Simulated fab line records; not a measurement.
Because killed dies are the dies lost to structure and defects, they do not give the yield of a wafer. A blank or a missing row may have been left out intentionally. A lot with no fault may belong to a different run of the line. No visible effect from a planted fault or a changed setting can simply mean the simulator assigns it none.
Which tool was responsible?	flow sky130	15 lots with 45 wafers sampled at 4 steps, on a route of 708 steps

WHAT EACH GAUGE READ, for each wafer
SKY_METAL4_CD_MEAS_13: target cd 300 nm. Usual: cd nm at 300.0 nm, with a standard deviation of 1.2.
lot	measured	on	cd nm (nm)	flag
L342	day 42 07:27	cd sem-02	300.4 299.3 298.7	
L344	day 42 12:51	cd sem-02	300.5 302.6 300.5	
L345	day 43 03:32	cd sem-01	301.2 299.7 300.3	
L346	day 43 05:14	cd sem-02	299.7 297.8 299.1	
L347	day 43 10:11	cd sem-02	301.3 300.8 300.3	
L349	day 44 03:17	cd sem-02	300.1 298.0 300.7	
L352	day 44 20:44	cd sem-02	299.1 298.7 298.7	
L355	day 45 17:50	cd sem-01	300.7 299.5 300.8	
L356	day 46 11:20	cd sem-02	- - -	OFF
L357	day 46 12:58	cd sem-01	- - -	OFF
L359	day 46 18:49	cd sem-01	- - -	OFF
L361	day 47 09:35	cd sem-02	298.6 299.9 299.3	
L363	day 47 13:42	cd sem-01	297.3 299.0 298.5	
L362	day 47 14:31	cd sem-01	299.7 299.6 300.1	
L364	day 47 16:16	cd sem-01	300.7 300.9 300.6	

WHAT TOOL EACH LOT RAN ON (gives the tool, then ch and the chambers of the sampled wafers, and finally the start)
lot	SKY_METAL4_SPUTTER_03	SKY_CAP2M_CVD_00	SKY_METAL4_DEVELOP_12
L342	pvd sputter-04, day 40 06:46	pecvd-03 ch 0,1,2, day 40 06:50	litho track-04 ch 0, day 42 07:00
L344	pvd sputter-03, day 40 11:46	pecvd-03 ch 0,1, day 40 11:50	litho track-01 ch 0, day 42 12:00
L345	pvd sputter-02, day 41 03:18	pecvd-01 ch 1,2, day 41 03:22	litho track-02 ch 0, day 43 03:00
L346	pvd sputter-04, day 41 05:43	pecvd-04 ch 1,2, day 41 05:47	litho track-04 ch 0, day 43 05:00
L347	pvd sputter-02, day 41 10:08	pecvd-01 ch 0,1,2, day 41 10:13	litho track-02 ch 0, day 43 10:00
L349	pvd sputter-04, day 42 05:38	pecvd-04 ch 0,1, day 42 05:42	litho track-02 ch 0, day 44 03:00
L352	pvd sputter-03, day 42 22:47	pecvd-03 ch 1,2, day 42 22:52	litho track-02 ch 0, day 44 20:00
L355	pvd sputter-02, day 43 20:50	pecvd-04 ch 0,1,2, day 43 20:54	litho track-02 ch 0, day 45 17:00
L356	pvd sputter-04, day 44 16:28	pecvd-04 ch 1,2, day 44 16:32	litho track-02, day 46 11:00
L357	pvd sputter-04, day 44 17:56	pecvd-01 ch 1,2, day 44 18:01	litho track-04, day 46 12:00
L359	pvd sputter-02, day 45 00:40	pecvd-04 ch 0,1,2, day 45 00:44	litho track-01, day 46 18:00
L361	pvd sputter-04, day 45 15:35	pecvd-04 ch 0,1,2, day 45 15:40	litho track-02 ch 0, day 47 09:00
L363	pvd sputter-03, day 45 20:41	pecvd-03 ch 1,2, day 45 20:44	litho track-01 ch 0, day 47 13:00
L362	pvd sputter-03, day 45 21:08	pecvd-04 ch 0,1,2, day 45 21:12	litho track-02 ch 0, day 47 14:00
L364	pvd sputter-02, day 46 00:35	pecvd-01 ch 0,1, day 46 00:39	litho track-01 ch 0, day 47 16:00
- SKY_METAL4_SPUTTER_03: material Ti, target thk 5 nm, time 3.3 s.
- SKY_CAP2M_CVD_00: deposits SiO2, target thk 15.5 nm.
- SKY_METAL4_DEVELOP_12: develop time 60 s.

AS READ BY THE TOOLS THEMSELVES (means over the sampled wafers that have a number; for cases with no such wafer, the mark the record gives instead)
SKY_METAL4_SPUTTER_03. Usual: throttle valve pct at 30.4 %, with a standard deviation of 1.3.
lot	tool	throttle valve pct (%)	flag
L342	pvd sputter-04	29.4	
L344	pvd sputter-03	31.5	
L345	pvd sputter-02	30.3	
L346	pvd sputter-04	30.1	
L347	pvd sputter-02	29.9	
L349	pvd sputter-04	31.0	
L352	pvd sputter-03	30.3	
L355	pvd sputter-02	30.4	
L356	pvd sputter-04	31.8	
L357	pvd sputter-04	30.2	
L359	pvd sputter-02	30.2	
L361	pvd sputter-04	31.7	
L363	pvd sputter-03	30.2	
L362	pvd sputter-03	31.0	
L364	pvd sputter-02	30.6	

SKY_CAP2M_CVD_00. Usual: heater power w at 675 W, with a standard deviation of 96.
lot	tool	heater power w (W)	flag
L342	pecvd-03	770	
L344	pecvd-03	815	
L345	pecvd-01	607	
L346	pecvd-04	634	
L347	pecvd-01	690	
L349	pecvd-04	588	
L352	pecvd-03	797	
L355	pecvd-04	585	
L356	pecvd-04	688	
L357	pecvd-01	609	
L359	pecvd-04	584	
L361	pecvd-04	652	
L363	pecvd-03	663	
L362	pecvd-04	605	
L364	pecvd-01	723	

SKY_METAL4_DEVELOP_12. Usual: chill plate temp C 23.01 C, standard deviation 0.12; exhaust pa 45.1 Pa, standard deviation 0.82.
lot	tool	chill plate temp C (C)	exhaust pa (Pa)	flag
L342	litho track-04	22.94	44.5	
L344	litho track-01	23.05	45.0	
L345	litho track-02	23.01	44.3	
L346	litho track-04	23.22	45.4	
L347	litho track-02	23.05	45.3	
L349	litho track-02	22.99	46.1	
L352	litho track-02	22.95	45.0	
L355	litho track-02	22.95	44.9	
L356	litho track-02	-	-	OFF
L357	litho track-04	-	-	OFF
L359	litho track-01	-	-	OFF
L361	litho track-02	23.03	44.8	
L363	litho track-01	23.08	45.3	
L362	litho track-02	23.00	45.2	
L364	litho track-01	23.04	45.5	

THE ANSWER, worked out from the rows above alone
Rule: a lot is off if the mean of its wafers that have a number lies more than 3 standard deviations from the usual mean. A lot without any number at a reading at which 4 lots or more have one is off too. All remaining lots with rows at the step are treated as sound. After the gauges, taken in route order, come the tools' own readings; for these a lot's mean is taken, as printed above. The first step at which some lot is off is used, and at that step the reading that is off furthest; a lot without a number counts as furthest.
Off: L356, L357, L359, at SKY_METAL4_CD_MEAS_13 (cd nm). Without a number there: L356, L357, L359.
A tool fits if, at a process step before that reading, it ran every lot that is off, and no sound lot after the first of them. Not tried: the gauges at SKY_METAL4_CD_MEAS_13; whatever is off there is also off at SKY_METAL4_DEVELOP_12, on other tools, and gauge error can't account for it. No candidate that was tried fits.

WHAT THE SIMULATOR PUT IN
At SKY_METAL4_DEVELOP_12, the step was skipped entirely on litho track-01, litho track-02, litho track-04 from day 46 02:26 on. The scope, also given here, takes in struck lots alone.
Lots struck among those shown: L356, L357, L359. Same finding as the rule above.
